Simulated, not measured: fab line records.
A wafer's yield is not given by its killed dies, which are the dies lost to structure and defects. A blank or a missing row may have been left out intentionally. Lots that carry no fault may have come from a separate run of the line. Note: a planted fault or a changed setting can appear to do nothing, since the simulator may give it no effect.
fab line records	flow sky130
record: lots: 6	wafers: 18	lastDay: 50
route steps=708 shown FIELD_ISO@6 PAD_OPEN@708
lots that met no fault: from a run of the same line without faults
startH: start of the lot's first displayed wafer, in hours after the record's first day	waitH: time in hours since the lot's previous step	" repeats the value in the row above	L1.1+2: a single row standing in for several wafers	- value missing, or start not given	* or withheld: withheld	< > ~ a bound
route shown NAME@n: a module of which the file shows steps, and the number in the route of the first	usual: mean/standard deviation of fault-free wafers	same: alike in all rows	chamber/n: place in a boat	sites: the reading at each site	_std_site: standard deviation of those values	_edge_site: inner sites' mean taken away from outer sites' mean	radiusMm: for every site, how far away it sits from the centre of the wafer	mask NAME#n: copy n	behind: tool/chamber where the wafer was last shaped	hold: the reason the lot was held/the length of the hold in hours/how it ended	device: whichever transistor did not switch (one of n, p or np)	end of line: the tests these same wafers got at the end of their route	step lacking rows: just its recipe	killed: not the wafer's yield, but the dies lost to structure and defects at the first sort	map: a wafer's dies, x killed, . not, _ none there
set.NAME: the setting that was run; set.NAME@STEP: the one run at that earlier step	model.NAME: the simulator's own value behind a step, which no gauge read
certain route steps with their lots: each step a table, each wafer a row
services: a tool's chamber out of use, with start hour (startH, from the record's first day; less than 0 if before it), hours out, and reason
== steps ==
step: SKY_FIELD_ISO_DEHYDRATE_05
recipe: tempC: 200	timeS: 60
step: SKY_FIELD_ISO_HMDS_06
recipe: primeTimeS: 60	primeTempC: 120
step: SKY_FIELD_ISO_COAT_07
recipe: resist: BARC	tempC: withheld	timeS: withheld	spinRpm: 3000	resistThkNm: 60
step: SKY_FIELD_ISO_COAT_08
recipe: resist: KrF-thick	spinRpm: 3000	resistThkNm: 450
step: SKY_FIELD_ISO_SOFTBAKE_09
recipe: tempC: 100	timeS: 90	resist: KrF-thick
step: SKY_FIELD_ISO_EXPOSE_10
recipe: maskId: FOM	na: 0.68	sourceShape: annular	sigmaInner: 0.4	sigmaOuter: 0.8	targetCdNm: 150	doseMj: 27.59
step: SKY_FIELD_ISO_PEB_11
recipe: pebTempC: withheld	pebTimeS: withheld	resist: KrF-thick
step: SKY_FIELD_ISO_DEVELOP_12
recipe: developTimeS: 60	resist: KrF-thick	devTempC: 21
step: SKY_FIELD_ISO_CD_MEAS_13
recipe: targetCdNm: 150
usual: cdNm: 150.3/1.4
lot.wafer	tool	chamber	startH	waitH	cdNm
L365.1	cdSem-02	-	33.36	-	150.6
L365.4	"	-	"	"	149.8
L365.5	"	-	"	"	150.5
L371.1	cdSem-02	-	65.57	-	149.7
L371.2	"	-	"	"	150.6
L371.5	"	-	"	"	148.8
L377.2	cdSem-01	-	98.82	-	150.4
L377.3	"	-	"	"	150.4
L377.4	"	-	"	"	152.0
L378.1	cdSem-01	-	101.90	-	151.1
L378.4	"	-	"	"	150.7
L378.6	"	-	"	"	152.2
L380.1	cdSem-01	-	112.30	-	151.8
L380.2	"	-	"	"	151.4
L380.5	"	-	"	"	150.4
L387.2	cdSem-02	-	149.72	-	149.8
L387.4	"	-	"	"	150.2
L387.6	"	-	"	"	152.3
step: SKY_FIELD_ISO_ETCH_14
recipe: chemistry: N2/H2	target: BARC	ionEnergyEv: 200	sourceW: 500	biasW: 100	pressureMtorr: 30	n2FlowSccm: 100	h2FlowSccm: 200	stopOn: SiO2	timeS: 45.9	targetDepthA: 600
usual: drypumpMotorCurrentA: 5.8/0.65	oesProductAu: 0.854/0.0047	runLengthS: 74.3/0.37	throttleValvePct: 13.225/0.0093
same: timeS: 45.9
lot.wafer	tool	chamber	startH	waitH	drypumpMotorCurrentA	oesProductAu	rfHoursCounterH	runLengthS	throttleValvePct
L365.1	rieDiel-04	3	33.48	0.1	6.6	0.855	175	74.5	13.210
L365.4	"	0	"	"	5.5	0.856	72	74.1	13.227
L365.5	"	2	"	"	5.2	0.858	-	74.3	13.218
L371.1	rieDiel-01	2	65.69	0.1	5.5	0.851	58	73.6	13.222
L371.2	"	1	"	"	6.4	0.854	39	74.3	13.245
L371.5	"	3	"	"	5.1	0.850	-	74.7	13.237
L377.2	rieDiel-03	0	98.92	0.1	5.8	0.860	5	74.7	13.239
L377.3	"	1	"	"	5.5	0.845	24	74.0	13.221
L377.4	"	3	"	"	4.7	0.856	147	74.6	13.224
L378.1	rieDiel-01	1	102.02	0.1	6.4	0.850	39	74.7	13.225
L378.4	"	3	"	"	5.1	0.850	73	74.9	13.227
L378.6	"	0	"	"	6.5	0.853	-	74.1	13.225
L380.1	rieDiel-04	0	112.42	0.1	5.5	0.855	74	73.8	13.228
L380.2	"	3	"	"	6.6	0.857	1	74.3	13.228
L380.5	"	3	"	"	6.6	0.858	-	74.3	13.214
L387.2	rieDiel-03	2	149.82	0.1	6.6	0.861	134	74.0	13.239
L387.4	"	0	"	"	5.8	0.856	5	74.8	13.228
L387.6	"	2	"	"	6.6	0.849	-	74.0	13.214
step: SKY_FIELD_ISO_ETCH_15
recipe: chemistry: CHF3/O2	targetDepthNm: 180	stopOn: Si	sourceW: 600	biasW: 200	pressureMtorr: 40	chf3FlowSccm: 50	O2_flow_sccm: 5	timeS: 72
usual: drypumpMotorCurrentA: 5.8/0.65	oesProductAu: 0.948/0.0064	runLengthS: 100.4/0.36	throttleValvePct: 8.845/0.009
same: timeS: 72
lot.wafer	tool	chamber	startH	waitH	drypumpMotorCurrentA	oesProductAu	rfHoursCounterH	runLengthS	throttleValvePct
L365.1	rieDiel-04	3	33.52	0.0	6.6	0.948	175	100.4	8.832
L365.4	"	0	"	"	5.5	0.943	72	100.2	8.856
L365.5	"	2	"	"	5.1	0.946	-	100.7	8.863
L371.1	rieDiel-01	2	65.74	0.0	5.5	0.941	58	100.1	8.853
L371.2	"	1	"	"	6.4	0.937	39	100.4	8.845
L371.5	"	3	"	"	5.1	0.945	-	100.5	8.847
L377.2	rieDiel-03	0	98.97	0.0	5.8	0.938	5	101.0	8.848
L377.3	"	1	"	"	5.4	0.949	24	100.7	8.857
L377.4	"	3	"	"	4.7	0.947	147	99.9	8.859
L378.1	rieDiel-01	1	102.07	0.0	6.4	0.945	39	100.5	8.842
L378.4	"	3	"	"	5.1	0.944	73	101.0	8.848
L378.6	"	0	"	"	6.5	0.950	-	100.1	8.836
L380.1	rieDiel-04	0	112.47	0.0	5.5	0.947	74	100.1	8.844
L380.2	"	3	"	"	6.6	0.941	1	100.3	8.850
L380.5	"	3	"	"	6.6	0.940	-	100.4	8.835
L387.2	rieDiel-03	2	149.87	0.0	6.6	0.951	134	100.3	8.847
L387.4	"	0	"	"	5.8	0.957	5	101.1	8.851
L387.6	"	2	"	"	6.6	0.961	-	100.3	8.839
step: SKY_FIELD_ISO_STRIP_16
recipe: chemistry: O2/N2	powerW: 1400	pressureMtorr: 1500	platenTempC: withheld	o2FlowSccm: 3000	n2FlowSccm: 300	overashFraction: 0.5
usual: drypumpMotorCurrentA: 5.7/0.5	oesProductAu: 0.377/0.0047	stripTimeToEndpointS: 3.536/0.027
lot.wafer	tool	chamber	startH	waitH	drypumpMotorCurrentA	oesProductAu	rfHoursCounterH	stripTimeToEndpointS
L365.1	plasmaAsher-03	1	33.58	0.0	5.9	0.371	20	3.560
L365.4	"	1	"	"	5.9	0.380	-	3.559
L365.5	"	0	"	"	4.9	0.370	-	3.556
L371.1	plasmaAsher-01	1	65.79	0.0	6.0	0.383	37	3.557
L371.2	"	0	"	"	6.5	0.378	37	3.524
L371.5	"	1	"	"	6.1	0.375	-	3.539
L377.2	plasmaAsher-03	1	99.02	0.0	5.9	0.377	27	3.544
L377.3	"	1	"	"	5.9	0.384	-	3.513
L377.4	"	0	"	"	4.9	0.378	-	3.566
L378.1	plasmaAsher-01	0	102.12	0.0	6.5	0.371	41	3.501
L378.4	"	1	"	"	6.1	0.376	-	3.555
L378.6	"	0	"	"	6.5	0.376	-	3.519
L380.1	plasmaAsher-03	0	112.52	0.0	4.9	0.381	28	3.543
L380.2	"	1	"	"	5.9	0.376	28	3.537
L380.5	"	0	"	"	4.9	0.380	-	3.516
L387.2	plasmaAsher-01	0	149.92	0.0	6.5	0.384	45	3.555
L387.4	"	0	"	"	6.5	0.386	-	3.559
L387.6	"	1	"	"	6.1	0.373	-	3.508
step: SKY_FIELD_ISO_ETCH_17
recipe: targetDepthA: 3420	maskMaterial: Si3N4	chemistry: HBr/Cl2/O2	target: Si	taperDeg: 5	icpW: 600	biasW: 150	pressureMtorr: 15	HBr_flow_sccm: 150	Cl2_flow_sccm: 40	O2_flow_sccm: 6	timeS: 97.7
usual: drypumpMotorCurrentA: 5.64/0.28	oesProductAu: 0.997/0.0079	runLengthS: 125.9/0.44	throttleValvePct: 25.659/0.0091
lot.wafer	tool	chamber	startH	waitH	drypumpMotorCurrentA	oesProductAu	rfHoursCounterH	runLengthS	throttleValvePct	model.FIELD_ISO.featureDepthNm	model.etch.depthNm
L365.1	rieSi-02	3	33.68	0.1	5.78	0.995	82	126.7	25.659	340	340
L365.4	"	1	"	"	5.39	1.007	2	125.8	25.655	345.5	345.5
L365.5	"	0	"	"	5.87	0.999	-	126.0	25.658	343.3	343.3
L371.1	rieSi-01	3	65.89	0.1	5.08	0.997	122	125.8	25.659	337.4	337.4
L371.2	"	1	"	"	5.80	1.005	47	125.7	25.656	344.8	344.8
L371.5	"	3	"	"	5.08	0.994	-	126.2	25.662	335.5	335.5
L377.2	rieSi-02	1	99.12	0.1	5.39	1.002	2	125.6	25.645	341.6	341.6
L377.3	"	2	"	"	5.92	1.010	3	113.2	25.635	304.2	304.2
L377.4	"	0	"	"	5.87	1.010	28	126.4	25.641	348.2	348.2
L378.1	rieSi-02	0	102.22	0.1	5.90	1.012	28	125.8	25.657	345.2	345.2
L378.4	"	2	"	"	5.94	1.011	3	113.3	25.652	302	302
L378.6	"	0	"	"	5.90	1.008	-	126.3	25.644	347.8	347.8
L380.1	rieSi-01	1	112.62	0.1	5.78	0.997	48	125.6	25.651	342.2	342.2
L380.2	"	0	"	"	5.75	0.982	79	125.5	25.667	335.8	335.8
L380.5	"	1	"	"	5.79	0.996	-	125.5	25.669	336.8	336.8
L387.2	rieSi-01	2	150.02	0.1	5.24	1.007	64	126.1	25.659	339	339
L387.4	"	3	"	"	5.08	0.995	122	125.7	25.667	338.3	338.3
L387.6	"	0	"	"	5.73	0.996	-	125.8	25.659	338.9	338.9
step: SKY_FIELD_ISO_WET_ETCH_18
recipe: chemistry: H3PO4	targetDepthNm: 25	tempC: 160	target: Si3N4	timeS: 286
step: SKY_PAD_OPEN_PROBE_99
usual: killed_at_M0_to_M3: 44/6.8	killed_at_M4_up: 3.1/1.9	killedAtContacts: 25/5.9	killedAtFrontEnd: 15/4.3	killedAtOther: 0.2/0.51	killedDies: 87/11	killedOpen: 47/7.9	killedShort: 39/6.4
same: grossDies: 492	killedAtBackSide: 0
lot.wafer	tool	chamber	startH	waitH	killed_at_M0_to_M3	killed_at_M4_up	killedAtContacts	killedAtFrontEnd	killedAtOther	killedDies	killedOpen	killedShort	model.etest.res_p_drift_20v.lineOhmUm	model.etest.res_p_drift_20v.rsOhmSq	model.etest.pfet_16v.rOnOhmUm	model.etest.resIsoPwell.rsOhmSq	model.etest.resIsoPwell.lineOhmUm	model.etest.resNwell.lineOhmUm	model.etest.resNwell.rsOhmSq	model.etest.pfet_16v.driveUaUm
L365.1	prober-01	-	1077.23	0.1	39	2	29	11	0	81	49	32	1.242e+04	1.04e+04	1.498e+04	3122	1176	1150	957.2	250.1
L365.4	prober-01	-	1077.38	0.2	38	3	20	17	1	79	39	40	1.272e+04	1.059e+04	1.523e+04	3197	1226	1173	977.4	251
L365.5	prober-01	-	1077.43	0.2	47	1	19	7	1	75	41	34	1.256e+04	1.063e+04	1.518e+04	3201	1225	1156	972.4	250.3
L371.1	prober-02	-	1120.34	0.1	44	3	28	10	0	85	49	36	1.112e+04	9208	1.504e+04	2827	1068	1148	955	243.5
L371.2	prober-02	-	1120.39	0.1	34	2	20	11	2	69	40	29	1.153e+04	9655	1.535e+04	2969	1110	1178	992.3	244.5
L371.5	prober-02	-	1120.54	0.2	48	2	29	14	0	93	55	38	1.104e+04	9170	1.499e+04	2809	1058	1139	958.9	247.7
L377.2	prober-02	-	1160.20	0.1	38	5	36	14	0	93	54	39	1.088e+04	9059	1.555e+04	3192	1206	1202	992	238.2
L377.3	prober-02	-	1160.25	0.2	42	0	32	23	0	97	52	45	9330	7680	1.407e+04	2512	944.2	1058	872.5	253.8
L377.4	prober-02	-	1160.30	0.2	53	1	45	10	0	109	72	37	1.13e+04	9409	1.584e+04	3425	1294	1210	1020	235.2
L378.1	prober-01	-	1160.94	0.1	43	2	27	10	0	82	44	38	1.113e+04	9242	1.567e+04	3180	1194	1166	976.8	236.2
L378.4	prober-01	-	1161.09	0.2	43	4	19	15	1	82	46	36	9227	7647	1.419e+04	2457	925.3	1025	850.2	249.3
L378.6	prober-01	-	1161.19	0.2	50	3	22	13	0	88	49	39	1.147e+04	9330	1.553e+04	3264	1233	1166	980.6	237.4
L380.1	prober-01	-	1165.05	0.1	44	2	23	14	1	84	46	38	1.141e+04	9445	1.539e+04	3240	1236	1131	963.4	239.8
L380.2	prober-01	-	1165.10	0.1	48	3	26	9	0	86	52	34	1.099e+04	9124	1.518e+04	3045	1146	1131	940.9	242.5
L380.5	prober-01	-	1165.25	0.2	55	3	23	17	1	99	53	46	1.126e+04	9137	1.516e+04	3049	1157	1107	943.8	242.6
L387.2	prober-02	-	1200.59	0.1	32	3	23	11	0	69	31	38	1.083e+04	9088	1.532e+04	2954	1129	1088	921.2	242.7
L387.4	prober-02	-	1200.69	0.2	44	5	26	13	0	88	45	43	1.087e+04	9063	1.515e+04	2942	1122	1078	911	240
L387.6	prober-02	-	1200.79	0.2	38	3	25	15	0	81	39	42	1.084e+04	9101	1.513e+04	2942	1122	1097	917.3	245.3
killed by level:class
L365.1 VIA1:geometricParticle:open=16 CONTACT:geometricParticle:open=10 VIA3:geometricParticle:open=9 CONTACT:geometricParticle:short=6 METAL2:geometricParticle:short=6 LI_CONTACT:geometricParticle:open=5 LOCAL_INTERCONNECT:geometricParticle:short=5 POLY_GATE:geometricParticle:open=4
L365.4 CONTACT:geometricParticle:open=8 VIA1:geometricParticle:open=7 POLY_GATE:geometricParticle:open=6 METAL1:geometricParticle:short=6 METAL2:geometricParticle:short=5 CONTACT:geometricParticle:short=5 VIA3:geometricParticle:open=5 VIA2:geometricParticle:open=5
L365.5 VIA1:geometricParticle:short=10 CONTACT:geometricParticle:open=9 VIA2:geometricParticle:open=8 VIA3:geometricParticle:open=7 VIA1:geometricParticle:open=5 METAL2:geometricParticle:short=5 METAL1:geometricParticle:short=4 FIELD_ISO:geometricParticle:open=3
L371.1 CONTACT:geometricParticle:open=15 VIA1:geometricParticle:open=9 LI_CONTACT:geometricParticle:open=7 METAL1:geometricParticle:short=6 VIA1:geometricParticle:short=6 VIA2:geometricParticle:open=6 METAL2:geometricParticle:short=4 VIA3:geometricParticle:open=4
L371.2 VIA1:geometricParticle:open=9 CONTACT:geometricParticle:open=9 METAL2:geometricParticle:short=6 POLY_GATE:geometricParticle:open=5 VIA3:geometricParticle:open=5 LI_CONTACT:geometricParticle:open=4 CONTACT:geometricParticle:short=3 VIA1:geometricParticle:short=3
L371.5 VIA1:geometricParticle:open=15 FIELD_ISO:geometricParticle:open=9 LI_CONTACT:geometricParticle:open=9 CONTACT:geometricParticle:open=8 VIA2:geometricParticle:open=8 METAL2:geometricParticle:short=7 CONTACT:geometricParticle:short=6 LOCAL_INTERCONNECT:geometricParticle:short=4
L377.2 CONTACT:geometricParticle:short=9 CONTACT:geometricParticle:open=9 VIA2:geometricParticle:open=9 LI_CONTACT:geometricParticle:open=8 VIA1:geometricParticle:open=7 LI_CONTACT:geometricParticle:short=5 VIA3:geometricParticle:open=5 FIELD_ISO:geometricParticle:open=4
L377.3 CONTACT:geometricParticle:open=9 VIA1:geometricParticle:open=9 METAL2:geometricParticle:short=7 LI_CONTACT:geometricParticle:open=6 CONTACT:geometricParticle:short=6 FIELD_ISO:geometricParticle:short=5 VIA3:geometricParticle:open=5 FIELD_ISO:geometricParticle:open=4
L377.4 CONTACT:geometricParticle:open=20 VIA2:geometricParticle:open=16 CONTACT:geometricParticle:short=12 VIA1:geometricParticle:open=10 LI_CONTACT:geometricParticle:open=9 METAL2:geometricParticle:short=7 VIA3:geometricParticle:open=6 FIELD_ISO:geometricParticle:open=4
L378.1 VIA1:geometricParticle:open=13 CONTACT:geometricParticle:open=8 LOCAL_INTERCONNECT:geometricParticle:short=6 CONTACT:geometricParticle:short=6 METAL2:geometricParticle:short=6 VIA1:geometricParticle:short=5 FIELD_ISO:geometricParticle:open=4 LI_CONTACT:geometricParticle:open=4
L378.4 VIA3:geometricParticle:open=10 VIA1:geometricParticle:open=9 CONTACT:geometricParticle:open=7 VIA1:geometricParticle:short=7 METAL2:geometricParticle:short=6 FIELD_ISO:geometricParticle:open=5 METAL1:geometricParticle:short=4 METAL4:geometricParticle:short=4
L378.6 VIA1:geometricParticle:open=8 LI_CONTACT:geometricParticle:open=8 VIA3:geometricParticle:open=7 METAL2:geometricParticle:short=5 METAL1:geometricParticle:short=5 VIA2:geometricParticle:open=5 FIELD_ISO:geometricParticle:short=4 LOCAL_INTERCONNECT:geometricParticle:short=4
L380.1 VIA1:geometricParticle:open=10 CONTACT:geometricParticle:open=8 VIA3:geometricParticle:open=8 LOCAL_INTERCONNECT:geometricParticle:short=7 FIELD_ISO:geometricParticle:short=6 LI_CONTACT:geometricParticle:open=5 METAL2:geometricParticle:short=5 VIA2:geometricParticle:short=5
L380.2 VIA1:geometricParticle:open=14 LI_CONTACT:geometricParticle:open=8 VIA3:geometricParticle:open=8 VIA2:geometricParticle:open=7 LOCAL_INTERCONNECT:geometricParticle:short=6 CONTACT:geometricParticle:open=6 METAL2:geometricParticle:short=6 VIA1:geometricParticle:short=5
L380.5 VIA1:geometricParticle:open=11 CONTACT:geometricParticle:open=9 LI_CONTACT:geometricParticle:open=8 VIA1:geometricParticle:short=7 VIA2:geometricParticle:open=7 VIA3:geometricParticle:short=7 VIA3:geometricParticle:open=7 POLY_GATE:geometricParticle:short=6
L387.2 LI_CONTACT:geometricParticle:open=7 CONTACT:geometricParticle:open=6 VIA1:geometricParticle:open=6 VIA1:geometricParticle:short=5 LI_CONTACT:geometricParticle:short=4 VIA3:geometricParticle:open=4 METAL2:geometricParticle:short=4 VIA3:geometricParticle:short=4
L387.4 VIA1:geometricParticle:open=15 LI_CONTACT:geometricParticle:open=7 CONTACT:geometricParticle:short=6 VIA1:geometricParticle:short=5 VIA3:geometricParticle:open=5 METAL4:geometricParticle:short=5 LI_CONTACT:geometricParticle:short=4 CONTACT:geometricParticle:open=4
L387.6 VIA1:geometricParticle:open=9 POLY_GATE:geometricParticle:short=8 LI_CONTACT:geometricParticle:open=8 VIA3:geometricParticle:open=7 CONTACT:geometricParticle:open=6 METAL2:geometricParticle:short=5 VIA1:geometricParticle:short=5 FIELD_ISO:geometricParticle:open=4
== services ==
tool	chamber	startH	hours	kind
rieSi-01	1	41.64	8.6	repair
rieDiel-04	3	44.97	-	clean
rieDiel-04	3	44.97	23.2	scheduledDown
rieDiel-04	3	44.97	23.2	ventCycle
rieDiel-03	3	49.50	5.1	repair
rieDiel-03	-	95.60	1.6	repair
rieDiel-04	-	108.61	0.8	repair
plasmaAsher-01	-	136.25	10.4	repair
== key ==
firstSign: step: SKY_FIELD_ISO_ETCH_17	reading: runLengthS	direction: down	sigmas: 29	usual: *	struck: *
effect none on later readings
modelEffect: step: SKY_FIELD_ISO_ETCH_17	value: FIELD_ISO.featureDepthNm	without: 345.8	struck: 303.1
modelEffect: step: SKY_PAD_OPEN_PROBE_99	value: etest.res_p_drift_20v.lineOhmUm	without: 1.119e+04	struck: 9278
metAt SKY_FIELD_ISO_ETCH_17
struckWafers L377.3,L378.4
testerLeftOut L377,L378
fault: kind: processParameterDrift	tool: rieSi-02	chamber: 2	onsetH: 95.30	steps: SKY_FIELD_ISO_ETCH_17	channel: timeS	offset: *	shape: step	endH: 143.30	actsIn: *	stated: *
testerLeftOut: of these lots the tester's yield and bins aren't shown, on N5 and GAA mostly nor the transistor test; their killed dies are dies lost to structure and defects alone, not to doping, threshold or leakage, so they don't give the yield
